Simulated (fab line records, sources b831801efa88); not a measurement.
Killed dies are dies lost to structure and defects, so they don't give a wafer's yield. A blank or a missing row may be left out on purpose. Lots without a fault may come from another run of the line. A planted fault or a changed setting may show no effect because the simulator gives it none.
Problem report in the 8D (eight disciplines) form, filled by code | flow sky130 | the parts of the form that need people (team, actions taken, sign-off) are left out

1. THE PROBLEM
SONOS_ONO_OXIDATION_THK at SKY_SONOS_ONO_THK_MEAS_01 reads a mean of 3.08 nm on 6 wafers of 2 lots; wafers without a fault read 2.59 nm with a standard deviation of 0.058. That is +8.5 standard deviations from the usual mean.
First seen on wafer L632.1, day 15 12:06, on film_metro-02. The record holds 33 wafers of 11 lots with a number at this step. Rule for "out", or "out of limits": more than 4 standard deviations from the usual mean. The other wafers with a number count as sound.

2. WHAT IT IS AND WHAT IT IS NOT
question                    | is                      | is not
which readings at this step | SONOS_ONO_OXIDATION_THK | -
which lots                  | L632, L633              | L620, L621, L622, L623, L624, L625, L641, L642, L643
which wafers of those lots  | all that have a number  | -
read on which gauges        | film_metro-02           | film_metro-01, film_metro-03
when                        | from day 15 12:06       | up to then (18 sound wafers); but 9 sound wafers of L641, L642, L643 came after

3. SUSPECTS, AND WHAT RULES EACH OUT
Counting: a tool at a process step up to the reading stays a suspect if it ran every lot that is out and no sound lot after the first of them.
- the gauge at SKY_SONOS_ONO_THK_MEAS_01: ruled out. All the wafers that are out were read on film_metro-02, but those of them that SKY_SONOS_ONO_OXIDATION_00 has rows for are out there too, on other tools.
- furnace-01 at SKY_SONOS_ONO_OXIDATION_00 (stabilise 600 s, purge 300 s, target thk 2.6 nm): ruled out as a lasting fault. Sound lots L642, L643 ran on it after its first lot that is out, L632 (day 15 10:45).
Left after counting: nothing in the record.

4. THE CAUSE (what the simulator had put in)
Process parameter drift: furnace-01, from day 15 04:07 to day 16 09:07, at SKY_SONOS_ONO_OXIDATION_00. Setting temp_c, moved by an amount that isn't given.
Counting ruled it out, wrongly: the rule takes a fault to strike every lot that its tool runs from its start on, and this one did not.

5. THE CHAIN OF EFFECTS, in route order
Each row: a reading whose mean over the struck wafers that have a number lies more than 3 standard deviations from the usual. Only readings for which the record gives a usual standard deviation are gone through. hours: the time from each lot's start at the first step in this table that gives one to its start at this step, as a median over the lots. sigmas: the change in usual standard deviations.
hours | step                       | reading                 | usual   | on struck wafers | change | sigmas
0     | SKY_SONOS_ONO_OXIDATION_00 | spike_tc_bottom_C       | 821.4 C | 834.3            | +12.9  | +7.2
0     | SKY_SONOS_ONO_OXIDATION_00 | spike_tc_centre_C       | 801.5 C | 816.2            | +14.7  | +13
0     | SKY_SONOS_ONO_OXIDATION_00 | spike_tc_lower_C        | 799.4 C | 813.0            | +13.6  | +12
0     | SKY_SONOS_ONO_OXIDATION_00 | spike_tc_top_C          | 815.4 C | 829.5            | +14.1  | +8.8
0     | SKY_SONOS_ONO_OXIDATION_00 | spike_tc_upper_C        | 799.7 C | 813.8            | +14.1  | +14
0     | SKY_SONOS_ONO_OXIDATION_00 | tube_center_temp_C      | 800 C   | 814              | +14    | +99 or more
0     | SKY_SONOS_ONO_OXIDATION_00 | tube_center_temp_C_max  | 802.1   | 816.2            | +14.1  | +44
0     | SKY_SONOS_ONO_OXIDATION_00 | zone_power_top_pct      | 26.6 %  | 27.7             | +1.1   | +3.3
1     | SKY_SONOS_ONO_THK_MEAS_01  | SONOS_ONO_OXIDATION_THK | 2.59 nm | 3.08             | +0.49  | +8.5
The process steps in it:
- SKY_SONOS_ONO_OXIDATION_00: stabilise 600 s, purge 300 s, target thk 2.6 nm.
Later measuring or inspecting steps at which every struck wafer that the step has a row for has a number for every such reading, and none has moved that far: SKY_POLY_GATE_THK_MEAS_04.

6. WHAT WOULD HAVE CAUGHT IT SOONER
In this record the first reading out of limits at a measuring or inspecting step was taken at day 15 12:06, 8 hours after the fault began at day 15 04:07.
The tool's own readings at SKY_SONOS_ONO_OXIDATION_00 were out on every struck wafer that the step has a row for (spike_tc_bottom_C, spike_tc_centre_C, spike_tc_lower_C, spike_tc_top_C, spike_tc_upper_C, tube_center_temp_C, tube_center_temp_C_max): an alarm limit on them would have fired on the first of those.
